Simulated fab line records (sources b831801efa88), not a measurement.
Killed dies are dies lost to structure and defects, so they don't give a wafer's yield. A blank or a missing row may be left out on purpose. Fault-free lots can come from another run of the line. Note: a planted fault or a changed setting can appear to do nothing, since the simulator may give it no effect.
A struck lot beside a sound one / flow gf180mcu / 27 out of 602 route steps
Sound: wafers L962.2, L962.4, L962.6. The struck wafers were L973.2, L973.3, L973.6. The cause comes at the end.
Per side, at each step with rows, come the tool, then ch with its chambers, and then its first start. Under that, the readings that differ: sound wafers / struck wafers / difference of the means / sigmas: that difference in standard deviations of wafers without a fault.
alike: readings with means less than 2 such deviations apart, plus words and numbers identical on both sides. not compared: withheld readings, readings lacking a value on some wafer, bounds such as >300 that could conceal the same value, and numbers that have no deviation in the record and whose values overlap.
Wherever a step has rows on one side only, a row that says differs or no value, or a row with sigmas, the two part there. Non-overlapping numbers with no deviation appear without sigmas and do not part them. A reading that every wafer of one side lacks parts them only if that side has two wafers or more.

GF_DNWELL_STRIP_08: strips in O2/N2.
  sound on plasma-asher-03 ch 1, day 4 04:01; struck on plasma-asher-04 ch 0, day 6 13:42
  alike: drypump-motor-current-A, heater-power-w, oes-product-au, strip-time-to-endpoint-s
  not compared: rf-hours-counter-h
GF_DNWELL_TW_MEAS_09:
  sound: film-metro-03 at day 4 04:07; struck: film-metro-02 at day 6 13:49
  alike: DNWELL_TW
then, 7 steps without rows for these wafers: GF_NWELL_DEHYDRATE_00 (time 60 s); GF_NWELL_HMDS_01 (prime time 60 s); GF_NWELL_COAT_02 (resist thk 3000 nm); GF_NWELL_SOFTBAKE_03; GF_NWELL_EXPOSE_04 (exposes mask Nwell, target cd 860 nm); GF_NWELL_PEB_05; GF_NWELL_DEVELOP_06 (develop time 60 s).
GF_NWELL_OVL_MEAS_07:
  sound: overlay-01 at day 4 17:59; struck: overlay-01 at day 7 05:28
  alike: NWELL_OVL
then, 2 steps without rows for these wafers: GF_NWELL_IMPLANT_08; GF_NWELL_IMPLANT_09.
GF_NWELL_STRIP_10: strips in O2/N2.
  sound on plasma-asher-04 ch 0, day 4 18:19; struck on plasma-asher-04 ch 0,1, day 7 05:47
reading=oes-product-au (a.u.); sound=0.722 0.721 0.733; struck=0.946 0.932 0.931; difference=+0.211; sigmas=+41
reading=strip-time-to-endpoint-s (s); sound=37.06 37.04 37.02; struck=- - -; difference=no value on the struck wafers; sigmas=
reading=model.coat_of_NWELL_COAT_02.thk-nm (nm); sound=0 0 0; struck=1511 1509 1511; difference=+1510; sigmas=
  alike: drypump-motor-current-A, heater-power-w
  not compared: rf-hours-counter-h
GF_NWELL_TW_MEAS_11:
  sound: film-metro-04 at day 4 18:25; struck: film-metro-01 at day 7 05:54
  alike: NWELL_TW
then, 7 steps without rows for these wafers: GF_LVPWELL_DEHYDRATE_00 (time 60 s); GF_LVPWELL_HMDS_01 (prime time 60 s); GF_LVPWELL_COAT_02 (resist thk 3000 nm); GF_LVPWELL_SOFTBAKE_03; GF_LVPWELL_EXPOSE_04 (exposes mask LVPWELL, target cd 600 nm); GF_LVPWELL_PEB_05; GF_LVPWELL_DEVELOP_06 (develop time 60 s).
GF_LVPWELL_OVL_MEAS_07:
  sound: overlay-02 at day 5 08:25; struck: overlay-02 at day 7 21:11
  alike: LVPWELL_OVL
then, 2 steps without rows for these wafers: GF_LVPWELL_IMPLANT_08; GF_LVPWELL_IMPLANT_09.
GF_LVPWELL_STRIP_10: strips in O2/N2.
  sound on plasma-asher-01 ch 0,1, day 5 08:44; struck on plasma-asher-01 ch 0,1, day 7 21:31
reading=strip-time-to-endpoint-s (s); sound=36.97 36.91 37.00; struck=59.19 59.22 59.39; difference=+22.31; sigmas=+99 or more
  alike: drypump-motor-current-A, heater-power-w, oes-product-au
  not compared: rf-hours-counter-h
GF_LVPWELL_TW_MEAS_11:
  sound: film-metro-01 at day 5 08:51; struck: film-metro-04 at day 7 21:38
reading=LVPWELL_TW; sound=560 557 556; struck=30 30 30; difference=-528; sigmas=-99 or more
then, 1 step without rows for these wafers: GF_MVSD_DEHYDRATE_00 (time 60 s).

== WHERE THEY PART ==
First at GF_NWELL_STRIP_10; last, within this record, at GF_LVPWELL_TW_MEAS_11.

WHY: whatever the simulator had introduced
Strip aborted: plasma-asher-04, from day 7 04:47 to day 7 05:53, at GF_NWELL_STRIP_10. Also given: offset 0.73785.
